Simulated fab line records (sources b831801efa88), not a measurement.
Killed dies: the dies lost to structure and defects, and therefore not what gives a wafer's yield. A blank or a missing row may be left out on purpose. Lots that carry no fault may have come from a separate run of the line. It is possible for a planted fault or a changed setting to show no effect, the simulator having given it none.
One fault through the eyes of 2 desks :: flow sky130 :: each desk has only its own numbers; what lay behind them comes last

== FROM THE METROLOGY DESK ==
Means of the sampled wafers that have a number, per lot and without regard to the tool the lot ran on: this is what the gauges read. A lot is out of limits, marked OUT, if its mean lies more than 4 standard deviations from the usual mean; the brackets give that distance.
Columns: A = SD_N_OVL at SKY_SD_N_OVL_MEAS_08, usual 0.5 nm; B = LI_CONTACT_HDPCVD_THK at SKY_LI_CONTACT_THK_MEAS_01, usual 926 nm; C = LOCAL_INTERCONNECT_TIN_RS at SKY_LOCAL_INTERCONNECT_RS_MEAS_01, usual 14.10 ohm/sq; D = LOCAL_INTERCONNECT_TIN_THK at SKY_LOCAL_INTERCONNECT_THK_MEAS_02, usual 100.3 nm
lot: L608
first seen here: day 27 21:17
A: -0.5
B: 926
C: 13.68
D: 102.1

lot: L609
first seen here: day 28 07:08
A: 1.4
B: 942
C: 14.27
D: 99.1

lot: L614
first seen here: day 30 02:20
A: 0.1
B: 913
C: 13.96
D: 101.3

lot: L619
first seen here: day 32 00:05
A: 1.7
B: 936
C: 14.37
D: 98.7

lot: L621
first seen here: day 32 19:05
A: 1.1
B: 913
C: 13.68
D: 103.8

lot: L623
first seen here: day 33 06:59
A: 0.8
B: 923
C: 12.10 (-10) OUT
D: 115.9 (+11) OUT

lot: L624
first seen here: day 33 12:20
A: 2.3
B: 914
C: 12.03 (-10) OUT
D: 117.7 (+12) OUT

lot: L627
first seen here: day 34 14:23
A: 0.3
B: 923
C: 14.23
D: 99.6

lot: L628
first seen here: day 34 20:20
A: 1.5
B: 914
C: 14.09
D: 100.3

lot: L629
first seen here: day 35 06:56
A: 1.6
B: 933
C: 14.09
D: 100.5
Finding of this desk: L623, L624 out of limits, first seen on L623 at day 34 13:15 (LOCAL_INTERCONNECT_TIN_RS at SKY_LOCAL_INTERCONNECT_RS_MEAS_01). In limits: L608, L609, L614, L619, L621, L627, L628, L629.

== FOR THE TOOL OWNER'S DESK: pvd_sputter-04 ==
At SKY_LOCAL_INTERCONNECT_SPUTTER_00 (material TiN, target thk 100 nm, time 83.3 s) the tool's own readings: per lot run on this tool, the mean of the sampled wafers that have a number. A lot is out of limits, marked OUT, if its mean lies more than 4 standard deviations from the usual mean; the brackets give that distance.
Columns: A = throttle_valve_pct at SKY_LOCAL_INTERCONNECT_SPUTTER_00, usual 30.0 %
lot: L608
first seen here: day 29 03:47
A: 29.9

lot: L614
first seen here: day 31 09:26
A: 29.9

lot: L619
first seen here: day 33 07:03
A: 29.1

lot: L623
first seen here: day 34 13:11
A: 30.7

lot: L624
first seen here: day 34 18:41
A: 29.9
This desk found nothing out of limits on any of the 5 lots.

== BROUGHT TOGETHER ==
At day 34 13:15 the metrology desk could have sounded an alarm, on L623, L624.
The desk of the tool owner found nothing out of limits.
The tool owner's desk has L623, L624 on record, within its limits.
The lots listed all ran SKY_LOCAL_INTERCONNECT_SPUTTER_00 on pvd_sputter-04.

== WHAT THE SIMULATOR HAD PUT IN ==
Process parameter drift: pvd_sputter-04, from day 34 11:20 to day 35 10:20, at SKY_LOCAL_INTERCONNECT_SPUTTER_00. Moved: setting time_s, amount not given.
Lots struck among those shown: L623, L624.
Hours from the fault's start to each desk's first reading out of limits: the metrology desk, 2.
